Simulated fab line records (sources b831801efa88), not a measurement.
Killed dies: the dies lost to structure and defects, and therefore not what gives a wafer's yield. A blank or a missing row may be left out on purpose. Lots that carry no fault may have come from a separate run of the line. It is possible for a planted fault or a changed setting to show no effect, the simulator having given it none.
Matching of chambers / flow gf180mcu / GF_V2_CMP_26 on cmp-02: 4 sister chambers
The step polishes, stops on SiO2, t overpolish 15 s, target thk 0 nm. 14 wafers are shown with their chamber, then 7 later ones without.

WAFERS WITH THEIR CHAMBER
wafer=L485.2; chamber=1; motorCurrentA (A)=10.4; timeToEndpointS (s)=81; overpolishRunS (s)=15.012
wafer=L485.4; chamber=3; motorCurrentA (A)=13.7; timeToEndpointS (s)=76; overpolishRunS (s)=14.993
wafer=L485.5; chamber=0; motorCurrentA (A)=12.0; timeToEndpointS (s)=85; overpolishRunS (s)=14.997
wafer=L490.1; chamber=3; motorCurrentA (A)=14.2; timeToEndpointS (s)=78; overpolishRunS (s)=14.978
wafer=L490.2; chamber=1; motorCurrentA (A)=10.4; timeToEndpointS (s)=83; overpolishRunS (s)=15.014
wafer=L490.6; chamber=1; motorCurrentA (A)=10.2; timeToEndpointS (s)=82; overpolishRunS (s)=14.990
wafer=L491.1; chamber=2; motorCurrentA (A)=11.2; timeToEndpointS (s)=90; overpolishRunS (s)=15.008
wafer=L491.2; chamber=1; motorCurrentA (A)=10.4; timeToEndpointS (s)=81; overpolishRunS (s)=14.999
wafer=L491.5; chamber=0; motorCurrentA (A)=11.8; timeToEndpointS (s)=82; overpolishRunS (s)=14.992
wafer=L494.1; chamber=3; motorCurrentA (A)=14.2; timeToEndpointS (s)=79; overpolishRunS (s)=14.999
wafer=L494.3; chamber=0; motorCurrentA (A)=11.5; timeToEndpointS (s)=83; overpolishRunS (s)=15.004
wafer=L494.6; chamber=1; motorCurrentA (A)=11.2; timeToEndpointS (s)=81; overpolishRunS (s)=14.992
wafer=L497.2; chamber=1; motorCurrentA (A)=10.2; timeToEndpointS (s)=76; overpolishRunS (s)=14.990
wafer=L497.3; chamber=0; motorCurrentA (A)=11.0; timeToEndpointS (s)=73; overpolishRunS (s)=14.988

SIGNATURES, as means of the wafers listed above
reading=motorCurrentA; chamber 0=11.575; chamber 1=10.467; chamber 2=11.200; chamber 3=14.033; scatter within a chamber=0.378
reading=timeToEndpointS; chamber 0=80.75; chamber 1=80.67; chamber 2=90.00; chamber 3=77.67; scatter within a chamber=3.45
reading=overpolishRunS; chamber 0=14.99525; chamber 1=14.99950; chamber 2=15.00800; chamber 3=14.99000; scatter within a chamber=0.0099
Rule: distance of a wafer from a chamber = root of the sum over the readings of ((wafer's reading minus chamber's mean) / reading's scatter) squared. If the next closest chamber is less than 2 further off than the closest, the wafer can't be placed; otherwise it belongs to the closest. The scatter: take each reading less its chamber's mean, square it, sum over the shown wafers, divide by the number of wafers less the number of chambers, and take the root.

WAFERS WHOSE CHAMBER IS MISSING
wafer=L497.4; motorCurrentA (A)=11.7; timeToEndpointS (s)=80; overpolishRunS (s)=15.004
wafer=L500.1; motorCurrentA (A)=14.2; timeToEndpointS (s)=77; overpolishRunS (s)=14.991
wafer=L500.3; motorCurrentA (A)=12.0; timeToEndpointS (s)=82; overpolishRunS (s)=14.997
wafer=L500.4; motorCurrentA (A)=10.5; timeToEndpointS (s)=80; overpolishRunS (s)=14.988
wafer=L501.1; motorCurrentA (A)=13.8; timeToEndpointS (s)=81; overpolishRunS (s)=15.002
wafer=L501.2; motorCurrentA (A)=12.1; timeToEndpointS (s)=81; overpolishRunS (s)=15.006
wafer=L501.6; motorCurrentA (A)=11.9; timeToEndpointS (s)=82; overpolishRunS (s)=14.994

WHICH CHAMBER EACH ONE RAN IN
wafer=L497.4; from the rows above=0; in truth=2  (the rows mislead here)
wafer=L500.1; from the rows above=3; in truth=3
wafer=L500.3; from the rows above=0; in truth=0
wafer=L500.4; from the rows above=can't be placed: 1 or 0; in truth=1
wafer=L501.1; from the rows above=3; in truth=3
wafer=L501.2; from the rows above=can't be placed: 0 or 2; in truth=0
wafer=L501.6; from the rows above=0; in truth=0
Correctly placed: 4 of 7. Cannot be placed on the basis of these rows: 2; the candidates contain the true chamber in 2. Placed wrongly: 1.
